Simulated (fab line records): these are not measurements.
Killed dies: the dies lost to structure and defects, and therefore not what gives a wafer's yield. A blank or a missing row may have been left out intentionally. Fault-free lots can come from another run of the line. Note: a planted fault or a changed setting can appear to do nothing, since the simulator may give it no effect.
Chamber matching ; flow sky130 ; 4 sister chambers for SKY_POLY_GATE_ETCH_16 on rieDiel-03
The step etches Si3N4 in CH3F/O2, stops on poly-Si, time 147.5 s, target depth 75 nm. 16 wafers are shown with their chamber, then 8 later ones without.

== WAFERS WITH THEIR CHAMBER ==
wafer;chamber;drypumpMotorCurrentA (A);oesProductAu (a.u.);throttleValvePct (%)
L967.3;2;5.1;0.639;10.525
L967.4;0;6.1;0.635;10.533
L967.5;0;6.1;0.642;10.529
L968.1;1;5.4;0.644;10.537
L968.3;3;5.9;0.644;10.534
L968.4;0;6.1;0.647;10.550
L969.1;0;6.2;0.642;10.546
L969.2;2;5.0;0.646;10.531
L969.6;1;5.4;0.641;10.531
L982.1;0;6.1;0.642;10.515
L982.2;2;5.0;0.642;10.520
L982.4;1;5.4;0.639;10.537
L983.2;1;5.4;0.636;10.532
L983.4;0;6.1;0.646;10.533
L983.5;1;5.4;0.637;10.531
L985.1;2;5.1;0.629;10.537

SIGNATURES (averages over the wafers above)
reading;chamber 0;chamber 1;chamber 2;chamber 3;scatter within a chamber
drypumpMotorCurrentA;6.117;5.400;5.050;5.900;0.0391
oesProductAu;0.64233;0.63940;0.63900;0.64400;0.0049
throttleValvePct;10.53433;10.53360;10.52825;10.53400;0.00908
Rule: a wafer's distance from a chamber is the root of the sum, over the readings, of the square of ((its reading less the chamber's mean) divided by the reading's scatter). If the next closest chamber is less than 2 further off than the closest, the wafer can't be placed; otherwise it belongs to the closest. The scatter: the root of (the sum of the squares of (reading less its chamber's mean) over the shown wafers, divided by (wafers less chambers)).

== WAFERS MISSING THEIR CHAMBER ==
wafer;drypumpMotorCurrentA (A);oesProductAu (a.u.);throttleValvePct (%)
L985.5;6.2;0.641;10.548
L985.6;5.9;0.645;10.544
L987.2;5.4;0.635;10.528
L987.3;6.2;0.647;10.538
L987.5;5.4;0.642;10.539
L988.2;5.0;0.648;10.546
L988.3;6.1;0.645;10.534
L988.4;5.9;0.645;10.541

== WHICH CHAMBER EACH ONE RAN IN ==
wafer;from the rows above;in truth
L985.5;0;0
L985.6;3;3
L987.2;1;1
L987.3;0;0
L987.5;1;1
L988.2;2;2
L988.3;0;0
L988.4;3;3
Correct placement for 8 of the 8. Can't be placed from these rows: 0. 0 placed wrongly.
